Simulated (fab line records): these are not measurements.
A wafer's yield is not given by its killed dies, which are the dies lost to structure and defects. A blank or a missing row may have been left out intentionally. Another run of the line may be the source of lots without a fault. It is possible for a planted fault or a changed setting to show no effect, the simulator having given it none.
fab line records + flow gf180mcu
record:
- lots: 13
- wafers: 39
- lastDay: 34
route steps=602 shown DNWELL@40 VT_IMPLANT@140 HV_LDD@183 V1@356
lots with no fault: from the same line, run without faults
startH: the number of hours between the record's first day and the start of the first shown wafer of the lot + waitH: hours elapsed since this lot's preceding step + " unchanged from the row above + L1.1+2: several wafers, shown together as one row + - no value, or no start was given + * or withheld: withheld + < > ~ a bound
route shown NAME@n: NAME is a module with steps in the file, n the number in the route of the first one + usual: mean and standard deviation over wafers with no fault + same: alike in all rows + chamber/n: place in a boat + sites: the reading at each site + _std_site: how widely they spread, as a standard deviation + _edge_site: inner sites' mean taken away from outer sites' mean + radiusMm: for every site, how far away it sits from the centre of the wafer + mask NAME#n: copy n + behind: tool/chamber where the wafer was last shaped + hold: reason for holding the lot/hours on hold/outcome of the hold + device: which transistor (n, p or np) failed to switch + end of line: the same wafers' tests at the end of the route + a step with no rows: only its recipe + killed: count of dies lost to structure and defects at first sort (not the wafer's yield) + map: a wafer's dies, marking killed ones x, the rest . and places with no die _
set.NAME: setting as actually run; set.NAME@STEP: the setting as run at that earlier step + model.NAME: the simulator's own value behind a step, which no gauge read
a sample of lots followed through the steps of the route, with each step as a table and each wafer as a row
services: the hour from which a tool's chamber was out of use, counted from the record's first day as startH (under 0 if before that day), plus the number of hours and why
== steps ==
step: GF_DNWELL_STRIP_08
recipe:
- chemistry: O2/N2
- powerW: 1400
- pressureMtorr: 1500
- platenTempC: 250
- o2FlowSccm: 3000
- n2FlowSccm: 300
- overashFraction: 0.5
usual:
- drypumpMotorCurrentA: 5.55/0.27
- heaterPowerW: 317/18
- o2FlowSccm: 3001/9.3
- oesProductAu: 0.723/0.0045
- stripTimeToEndpointS: 37.04/0.091
| lot.wafer | tool           | chamber | startH | waitH | drypumpMotorCurrentA | heaterPowerW | o2FlowSccm | oesProductAu | rfHoursCounterH | stripTimeToEndpointS |
|-----------|----------------|---------|--------|-------|----------------------|--------------|------------|--------------|-----------------|----------------------|
| L685.1    | plasmaAsher-01 | 1       | 48.18  | 0.1   | 5.62                 | 299          | 2998       | 0.727        | 38              | 36.98                |
| L685.2    | "              | 0       | "      | "     | 5.96                 | 318          | 3012       | 0.724        | 38              | 36.92                |
| L685.4    | "              | 0       | "      | "     | 6.03                 | 326          | 3022       | 0.719        | -               | 37.11                |
| L686.2    | plasmaAsher-01 | 1       | 52.46  | 0.1   | 5.61                 | 304          | 2992       | 0.722        | 38              | 37.12                |
| L686.5    | "              | 0       | "      | "     | 5.99                 | 317          | 2999       | 0.725        | -               | 37.10                |
| L686.6    | "              | 1       | "      | "     | 5.60                 | 299          | 3016       | 0.717        | -               | 37.21                |
| L687.1    | plasmaAsher-04 | 0       | 58.63  | 0.1   | 5.31                 | 304          | 2993       | 0.719        | 26              | 36.97                |
| L687.3    | "              | 1       | "      | "     | 5.24                 | 327          | 3002       | 0.724        | -               | 37.01                |
| L687.6    | "              | 1       | "      | "     | 5.24                 | 327          | 3011       | 0.725        | -               | 37.05                |
| L688.2    | plasmaAsher-01 | 0       | 64.76  | 0.1   | 6.01                 | 322          | 3013       | 0.722        | 39              | 36.83                |
| L688.5    | "              | 0       | "      | "     | 6.01                 | 317          | 3005       | 0.721        | -               | 36.85                |
| L688.6    | "              | 1       | "      | "     | 5.61                 | 302          | 2993       | 0.727        | -               | 36.97                |
| L690.2    | plasmaAsher-02 | 0       | 73.23  | 0.1   | 5.64                 | 299          | 2999       | 0.722        | 41              | 36.92                |
| L690.3    | "              | 1       | "      | "     | 5.27                 | 340          | 3015       | 0.715        | -               | 36.86                |
| L690.4    | "              | 0       | "      | "     | 5.65                 | 296          | 2994       | 0.720        | -               | 37.04                |
| L691.2    | plasmaAsher-02 | 0       | 79.88  | 0.1   | 5.61                 | 291          | 2989       | 0.717        | 42              | 37.12                |
| L691.3    | "              | 0       | "      | "     | 5.63                 | 283          | 2977       | 0.725        | -               | 36.98                |
| L691.6    | "              | 0       | "      | "     | 5.63                 | 299          | 2990       | 0.727        | -               | 37.08                |
| L692.3    | plasmaAsher-04 | 1       | 85.84  | 0.1   | 5.24                 | 324          | 2991       | 0.721        | -               | 36.99                |
| L692.4    | "              | 0       | "      | "     | 5.32                 | 310          | 3008       | 0.723        | -               | 37.00                |
| L692.5    | "              | 0       | "      | "     | 5.29                 | 304          | 2991       | 0.730        | -               | 36.94                |
| L693.3    | plasmaAsher-02 | 0       | 90.49  | 0.1   | 5.62                 | 296          | 3020       | 0.719        | -               | 36.93                |
| L693.5    | "              | 1       | "      | "     | 5.29                 | 328          | 3002       | 0.718        | -               | 37.07                |
| L693.6    | "              | 0       | "      | "     | 5.60                 | 292          | 3012       | 0.722        | -               | 36.88                |
| L698.4    | plasmaAsher-02 | 1       | 117.94 | 0.1   | 5.28                 | 352          | 2983       | 0.725        | -               | 36.99                |
| L698.5    | "              | 1       | "      | "     | 5.29                 | 339          | 2993       | 0.715        | -               | 37.08                |
| L698.6    | "              | 0       | "      | "     | 5.62                 | 304          | 3002       | 0.720        | -               | 37.07                |
| L703.3    | plasmaAsher-02 | 0       | 143.95 | 0.1   | 5.61                 | 320          | 3002       | 0.722        | -               | 37.04                |
| L703.4    | "              | 1       | "      | "     | 5.25                 | 353          | 2998       | 0.724        | -               | 36.99                |
| L703.5    | "              | 0       | "      | "     | 5.64                 | 305          | 3001       | 0.728        | -               | 36.90                |
| L704.2    | plasmaAsher-01 | 0       | 148.56 | 0.1   | 6.02                 | 311          | 3014       | 0.723        | 46              | 37.12                |
| L704.3    | "              | 0       | "      | "     | 6.00                 | 323          | 2999       | 0.720        | -               | 37.06                |
| L704.4    | "              | 1       | "      | "     | 5.60                 | 303          | 2991       | 0.725        | -               | 37.13                |
| L706.1    | plasmaAsher-01 | 1       | 158.16 | 0.1   | 5.61                 | 301          | 3007       | 0.721        | 47              | 37.05                |
| L706.4    | "              | 1       | "      | "     | 5.60                 | 292          | 2998       | 0.719        | -               | 37.02                |
| L706.6    | "              | 1       | "      | "     | 5.60                 | 295          | 3018       | 0.722        | -               | 37.16                |
| L707.2    | plasmaAsher-02 | 0       | 164.73 | 0.1   | 5.64                 | 305          | 2983       | 0.723        | 5               | 36.86                |
| L707.4    | "              | 1       | "      | "     | 5.27                 | 350          | 2990       | 0.720        | -               | 36.91                |
| L707.5    | "              | 0       | "      | "     | 5.63                 | 307          | 3006       | 0.729        | -               | 36.89                |
step: GF_VT_IMPLANT_WET_ETCH_50
recipe:
- chemistry: dHF
- targetDepthNm: 20
- target: SiO2
- tempC: 25
- dilution: 100:1
- timeS: 400
usual:
- runLengthS: 428/3.1
- tempC: 24.98/0.1
| lot.wafer | tool        | chamber | startH | waitH | runLengthS | tempC |
|-----------|-------------|---------|--------|-------|------------|-------|
| L685.1    | wetBench-01 | 2       | 164.29 | 0.1   | 433        | 24.97 |
| L685.2    | "           | 2       | "      | "     | 433        | 24.87 |
| L685.4    | "           | 2       | "      | "     | 433        | 25.00 |
| L686.2    | wetBench-03 | 3       | 170.10 | 0.1   | 426        | 25.00 |
| L686.5    | "           | 3       | "      | "     | 426        | 24.83 |
| L686.6    | "           | 3       | "      | "     | 426        | 24.95 |
| L687.1    | wetBench-01 | 2       | 176.64 | 0.1   | 432        | 25.08 |
| L687.3    | "           | 2       | "      | "     | 432        | 24.92 |
| L687.6    | "           | 2       | "      | "     | 432        | 25.10 |
| L688.2    | wetBench-01 | 2       | 184.45 | 0.1   | 432        | 25.02 |
| L688.5    | "           | 2       | "      | "     | 432        | 24.83 |
| L688.6    | "           | 2       | "      | "     | 432        | 24.86 |
| L690.2    | wetBench-01 | 2       | 197.30 | 0.1   | 425        | 25.09 |
| L690.3    | "           | 2       | "      | "     | 425        | 24.96 |
| L690.4    | "           | 2       | "      | "     | 425        | 25.06 |
| L691.2    | wetBench-03 | 2       | 205.94 | 0.1   | 427        | 24.68 |
| L691.3    | "           | 2       | "      | "     | 427        | 24.88 |
| L691.6    | "           | 2       | "      | "     | 427        | 24.85 |
| L692.3    | wetBench-03 | 0       | 210.89 | 0.1   | 426        | 24.90 |
| L692.4    | "           | 0       | "      | "     | 426        | 24.93 |
| L692.5    | "           | 0       | "      | "     | 426        | 24.96 |
| L693.3    | wetBench-01 | 3       | 218.15 | 0.1   | 427        | 25.05 |
| L693.5    | "           | 3       | "      | "     | 427        | 25.01 |
| L693.6    | "           | 3       | "      | "     | 427        | 24.99 |
| L698.4    | wetBench-01 | 3       | 252.08 | 0.0   | 156        | 24.98 |
| L698.5    | "           | 3       | "      | "     | 156        | 24.84 |
| L698.6    | "           | 3       | "      | "     | 156        | 24.88 |
| L703.3    | wetBench-03 | 0       | 287.10 | 0.1   | 433        | 25.06 |
| L703.4    | "           | 0       | "      | "     | 433        | 25.04 |
| L703.5    | "           | 0       | "      | "     | 433        | 24.91 |
| L704.2    | wetBench-04 | 2       | 295.23 | 0.1   | 425        | 25.04 |
| L704.3    | "           | 2       | "      | "     | 425        | 25.15 |
| L704.4    | "           | 2       | "      | "     | 425        | 25.07 |
| L706.1    | wetBench-04 | 0       | 305.28 | 0.1   | 427        | 25.23 |
| L706.4    | "           | 0       | "      | "     | 427        | 25.08 |
| L706.6    | "           | 0       | "      | "     | 427        | 25.15 |
| L707.2    | wetBench-03 | 3       | 313.65 | 0.1   | 427        | 24.86 |
| L707.4    | "           | 3       | "      | "     | 427        | 25.02 |
| L707.5    | "           | 3       | "      | "     | 427        | 24.98 |
step: GF_HV_LDD_CD_MEAS_07
recipe:
- targetCdNm: 400
usual:
- cdNm: 400.7/2.4
| lot.wafer | tool     | chamber | startH | waitH | cdNm  |
|-----------|----------|---------|--------|-------|-------|
| L685.1    | cdSem-02 | -       | 221.66 | 0.1   | 396.8 |
| L685.2    | "        | -       | "      | "     | 396.0 |
| L685.4    | "        | -       | "      | "     | 396.2 |
| L686.2    | cdSem-01 | -       | 227.58 | 0.1   | 397.5 |
| L686.5    | "        | -       | "      | "     | 398.7 |
| L686.6    | "        | -       | "      | "     | 399.9 |
| L687.1    | cdSem-01 | -       | 234.16 | 0.1   | 398.6 |
| L687.3    | "        | -       | "      | "     | 400.9 |
| L687.6    | "        | -       | "      | "     | 399.6 |
| L688.2    | cdSem-02 | -       | 245.24 | 0.1   | 401.6 |
| L688.5    | "        | -       | "      | "     | 401.7 |
| L688.6    | "        | -       | "      | "     | 401.1 |
| L690.2    | cdSem-02 | -       | 260.53 | 0.1   | 399.7 |
| L690.3    | "        | -       | "      | "     | 399.5 |
| L690.4    | "        | -       | "      | "     | 401.7 |
| L691.2    | cdSem-02 | -       | 271.38 | 0.1   | 400.2 |
| L691.3    | "        | -       | "      | "     | 400.9 |
| L691.6    | "        | -       | "      | "     | 399.9 |
| L692.3    | cdSem-02 | -       | 277.02 | 0.2   | 400.8 |
| L692.4    | "        | -       | "      | "     | 401.9 |
| L692.5    | "        | -       | "      | "     | 403.2 |
| L693.3    | cdSem-01 | -       | 282.75 | 0.1   | 402.7 |
| L693.5    | "        | -       | "      | "     | 400.3 |
| L693.6    | "        | -       | "      | "     | 400.6 |
| L698.4    | cdSem-02 | -       | 320.53 | 0.1   | 402.3 |
| L698.5    | "        | -       | "      | "     | 402.3 |
| L698.6    | "        | -       | "      | "     | 402.0 |
| L703.3    | cdSem-02 | -       | 357.23 | 0.1   | 402.8 |
| L703.4    | "        | -       | "      | "     | 405.9 |
| L703.5    | "        | -       | "      | "     | 402.2 |
| L704.2    | cdSem-01 | -       | 365.64 | 0.1   | 402.3 |
| L704.3    | "        | -       | "      | "     | 400.2 |
| L704.4    | "        | -       | "      | "     | 401.3 |
| L706.1    | cdSem-01 | -       | 376.11 | 0.1   | 399.3 |
| L706.4    | "        | -       | "      | "     | 400.4 |
| L706.6    | "        | -       | "      | "     | 398.7 |
| L707.2    | cdSem-01 | -       | 385.25 | 0.2   | 397.1 |
| L707.4    | "        | -       | "      | "     | 397.6 |
| L707.5    | "        | -       | "      | "     | 398.6 |
step: GF_V1_SPUTTER_21
recipe:
- material: Ti
- targetThkNm: 15
- chamberPressurePa: 5
- powerW: 2500
- substrateTempC: 200
- timeS: 80.02
usual:
- throttleValvePct: 29.7/0.72
| lot.wafer | tool          | chamber | startH | waitH | throttleValvePct |
|-----------|---------------|---------|--------|-------|------------------|
| L685.1    | pvdSputter-02 | -       | 416.99 | 0.0   | 28.9             |
| L685.2    | "             | -       | "      | "     | 29.4             |
| L685.4    | "             | -       | "      | "     | 30.1             |
| L686.2    | pvdSputter-01 | -       | 427.79 | 0.0   | 29.2             |
| L686.5    | "             | -       | "      | "     | 29.6             |
| L686.6    | "             | -       | "      | "     | 30.7             |
| L687.1    | pvdSputter-04 | -       | 435.09 | 0.0   | 29.3             |
| L687.3    | "             | -       | "      | "     | 29.2             |
| L687.6    | "             | -       | "      | "     | 29.4             |
| L688.2    | pvdSputter-04 | -       | 449.37 | 0.0   | 29.2             |
| L688.5    | "             | -       | "      | "     | 29.2             |
| L688.6    | "             | -       | "      | "     | 29.1             |
| L690.2    | pvdSputter-04 | -       | 468.20 | 0.0   | 29.4             |
| L690.3    | "             | -       | "      | "     | 30.5             |
| L690.4    | "             | -       | "      | "     | 29.0             |
| L691.2    | pvdSputter-04 | -       | 481.24 | 0.0   | 29.4             |
| L691.3    | "             | -       | "      | "     | 29.6             |
| L691.6    | "             | -       | "      | "     | 29.2             |
| L692.3    | pvdSputter-02 | -       | 488.74 | 0.0   | 29.1             |
| L692.4    | "             | -       | "      | "     | 30.8             |
| L692.5    | "             | -       | "      | "     | 29.3             |
| L693.3    | pvdSputter-04 | -       | 495.99 | 0.0   | 30.7             |
| L693.5    | "             | -       | "      | "     | 29.0             |
| L693.6    | "             | -       | "      | "     | 29.5             |
| L698.4    | pvdSputter-04 | -       | 540.53 | 0.0   | 29.0             |
| L698.5    | "             | -       | "      | "     | 29.5             |
| L698.6    | "             | -       | "      | "     | 29.2             |
| L703.3    | pvdSputter-04 | -       | 577.29 | 0.0   | 29.4             |
| L703.4    | "             | -       | "      | "     | 29.5             |
| L703.5    | "             | -       | "      | "     | 29.4             |
| L704.2    | pvdSputter-04 | -       | 586.86 | 0.0   | 29.0             |
| L704.3    | "             | -       | "      | "     | 30.4             |
| L704.4    | "             | -       | "      | "     | 29.4             |
| L706.1    | pvdSputter-04 | -       | 593.57 | 0.0   | 29.2             |
| L706.4    | "             | -       | "      | "     | 29.2             |
| L706.6    | "             | -       | "      | "     | 29.6             |
| L707.2    | pvdSputter-02 | -       | 603.74 | 0.0   | 29.1             |
| L707.4    | "             | -       | "      | "     | 28.4             |
| L707.5    | "             | -       | "      | "     | 30.8             |
== services ==
| tool           | chamber | startH | hours | kind   |
|----------------|---------|--------|-------|--------|
| plasmaAsher-04 | -       | 56.15  | 0.9   | repair |
| plasmaAsher-01 | -       | 84.94  | 14.6  | pm     |
| plasmaAsher-02 | -       | 108.75 | 9.0   | pm     |
| pvdSputter-02  | -       | 126.16 | 4.6   | repair |
| plasmaAsher-04 | -       | 144.11 | 0.6   | repair |
| pvdSputter-02  | -       | 155.18 | 3.0   | repair |
| pvdSputter-02  | -       | 158.85 | 0.9   | repair |
| pvdSputter-02  | -       | 204.73 | 4.2   | repair |
| pvdSputter-04  | -       | 269.05 | 21.4  | repair |
| pvdSputter-02  | -       | 275.19 | 6.6   | repair |
| pvdSputter-04  | -       | 304.62 | 1.1   | repair |
| plasmaAsher-02 | -       | 336.08 | 0.4   | repair |
| plasmaAsher-02 | -       | 359.58 | 28.1  | pm     |
| plasmaAsher-04 | -       | 378.14 | 34.6  | pm     |
| pvdSputter-02  | -       | 379.06 | 3.1   | repair |
| wetBench-01    | -       | 397.28 | 43.1  | pm     |
| plasmaAsher-02 | -       | 427.25 | 0.4   | repair |
| plasmaAsher-02 | -       | 470.57 | 2.8   | pm     |
| pvdSputter-02  | -       | 480.43 | 8.2   | repair |
| pvdSputter-04  | -       | 492.15 | 1.2   | repair |
| plasmaAsher-01 | -       | 500.93 | 2.1   | repair |
| plasmaAsher-02 | -       | 518.65 | 4.5   | repair |
| plasmaAsher-01 | -       | 543.85 | 2.8   | pm     |
| pvdSputter-04  | -       | 599.64 | 5.3   | repair |
== key ==
firstSign:
- step: GF_VT_IMPLANT_WET_ETCH_50
- reading: runLengthS
- direction: down
- sigmas: 87
- usual: *
- struck: *
effect none on later readings
metAt GF_VT_IMPLANT_WET_ETCH_50
struckLots L698
struckWafers L698.4,L698.5,L698.6
testerLeftOut L698
notActingAt GF_DNWELL_STRIP_08,GF_HV_LDD_CD_MEAS_07,GF_V1_SPUTTER_21
onsetBetween 218.15 252.08
fault:
- kind: processParameterDrift
- tool: wetBench-01
- chamber: 3
- onsetH: 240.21
- steps: GF_VT_IMPLANT_WET_ETCH_50
- channel: timeS
- offset: *
- shape: step
- endH: 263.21
- actsIn: *
- stated: *
testerLeftOut: of these lots the tester's yield and bins aren't shown, on N5 and GAA mostly nor the transistor test; their killed dies are dies lost to structure and defects alone, not to doping, threshold or leakage, so they don't give the yield
